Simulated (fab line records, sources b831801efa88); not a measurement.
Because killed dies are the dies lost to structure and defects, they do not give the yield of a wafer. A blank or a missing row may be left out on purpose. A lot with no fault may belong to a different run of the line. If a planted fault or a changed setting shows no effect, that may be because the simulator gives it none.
Which tool is to blame? -- flow gf180mcu -- 13 lots, 39 wafers sampled, at 3 steps of a route of 602

## WHAT THE GAUGES SHOWED, per wafer
GF_TOP_METAL_CD_MEAS_14: the cd target is 440 nm. Usual: cd_nm reads 440.3 nm (standard deviation 2).
lot,measured,on,cd_nm (nm),flag
L721,day 28 03:38,cd_sem-02,439.4 439.7 438.2,
L723,day 28 23:38,cd_sem-01,438.4 441.6 439.6,
L724,day 29 05:06,cd_sem-01,437.5 439.6 439.8,
L725,day 29 07:17,cd_sem-01,439.7 439.4 439.2,
L726,day 29 15:04,cd_sem-02,441.9 440.7 441.1,
L727,day 30 01:29,cd_sem-02,442.0 441.4 442.5,
L730,day 30 22:55,cd_sem-01,437.7 439.4 439.2,
L732,day 31 12:19,cd_sem-01,443.0 444.6 444.5,
L733,day 31 20:12,cd_sem-02,443.1 442.6 443.1,
L738,day 32 20:49,cd_sem-02,441.3 442.3 443.4,
L741,day 33 16:38,cd_sem-02,442.3 442.2 440.4,
L743,day 34 02:35,cd_sem-01,437.5 436.4 435.9,
L744,day 34 03:44,cd_sem-02,437.8 439.2 438.5,

## WHICH TOOL RAN EACH LOT (tool, then ch and the chambers of the sampled wafers, then the start)
lot,GF_V1_CMP_04,GF_V5_CVD_23
L721,"cmp-02 ch 1,2, day 17 03:59","cvd_w-02 ch 0,1, day 27 07:06"
L723,"cmp-02 ch 0,2,3, day 18 07:23","cvd_w-01 ch 0,1, day 28 03:36"
L724,"cmp-01 ch 0,2, day 18 09:52","cvd_w-02 ch 0, day 28 09:04"
L725,"cmp-02 ch 0,2,3, day 18 13:21","cvd_w-01 ch 0,1, day 28 10:53"
L726,"cmp-02 ch 1,2, day 19 01:12","cvd_w-01 ch 0,1, day 28 19:08"
L727,"cmp-01 ch 0,1,3, day 19 13:40","cvd_w-01 ch 0,1, day 29 06:26"
L730,"cmp-02 ch 0,2,3, day 20 15:58","cvd_w-02 ch 0,1, day 30 04:13"
L732,"cmp-02 ch 0,2, day 21 11:57","cvd_w-01 ch 0,1, day 30 18:11"
L733,"cmp-01 ch 1,2, day 21 22:27","cvd_w-02 ch 0,1, day 31 02:26"
L738,"cmp-01 ch 1,3, day 23 08:54","cvd_w-02 ch 0,1, day 32 03:44"
L741,"cmp-01 ch 0,1,3, day 24 10:05","cvd_w-01 ch 0,1, day 33 00:49"
L743,"cmp-01 ch 2,3, day 25 02:11","cvd_w-01 ch 0,1, day 33 10:51"
L744,"cmp-01 ch 1,3, day 25 02:32","cvd_w-01 ch 0,1, day 33 11:10"
- GF_V1_CMP_04: polishes SiO2.
- GF_V5_CVD_23: deposits W, target thk 350 nm, time 104.9 s.

## AS READ BY THE TOOLS THEMSELVES (means over the sampled wafers that have a number; for cases with no such wafer, the mark the record gives instead)
GF_V1_CMP_04. Usual: motor_current_A 11.9 A, standard deviation 0.61; platen_rpm 60.00 rpm, standard deviation 0.038; time_to_endpoint_s 84 s, standard deviation 5.6.
lot,tool,motor_current_A (A),platen_rpm (rpm),time_to_endpoint_s (s),flag
L721,cmp-02,12.5,59.99,88,
L723,cmp-02,12.1,60.01,89,
L724,cmp-01,11.7,59.99,83,
L725,cmp-02,12.4,59.98,88,
L726,cmp-02,11.6,60.02,93,
L727,cmp-01,11.7,60.00,83,
L730,cmp-02,12.2,59.97,90,
L732,cmp-02,12.7,60.01,85,
L733,cmp-01,11.9,59.96,82,
L738,cmp-01,11.5,59.99,76,
L741,cmp-01,11.7,59.99,81,
L743,cmp-01,11.4,59.97,81,
L744,cmp-01,11.7,60.00,81,

GF_V5_CVD_23. Usual: heater_power_w reads 866 W (standard deviation 39).
lot,tool,heater_power_w (W),flag
L721,cvd_w-02,837,
L723,cvd_w-01,878,
L724,cvd_w-02,841,
L725,cvd_w-01,854,
L726,cvd_w-01,861,
L727,cvd_w-01,870,
L730,cvd_w-02,855,
L732,cvd_w-01,858,
L733,cvd_w-02,878,
L738,cvd_w-02,846,
L741,cvd_w-01,869,
L743,cvd_w-01,887,
L744,cvd_w-01,902,

## THE ANSWER, worked out from the rows above alone
Rule: a lot counts as off when the mean over its wafers that have a number is more than 3 standard deviations away from the usual mean. Also off: a lot with no number at a reading for which 4 or more lots have one. Any other lot the step has rows for is counted as sound. After the gauges, taken in route order, come the tools' own readings; for these a lot's mean is taken, as printed above. At the first step where some lot is off, the reading lying furthest off is the one used; lots without a number count as furthest.
No lot is off at any reading shown: from this, nothing can be told.

## WHAT THE SIMULATOR HAD INSERTED
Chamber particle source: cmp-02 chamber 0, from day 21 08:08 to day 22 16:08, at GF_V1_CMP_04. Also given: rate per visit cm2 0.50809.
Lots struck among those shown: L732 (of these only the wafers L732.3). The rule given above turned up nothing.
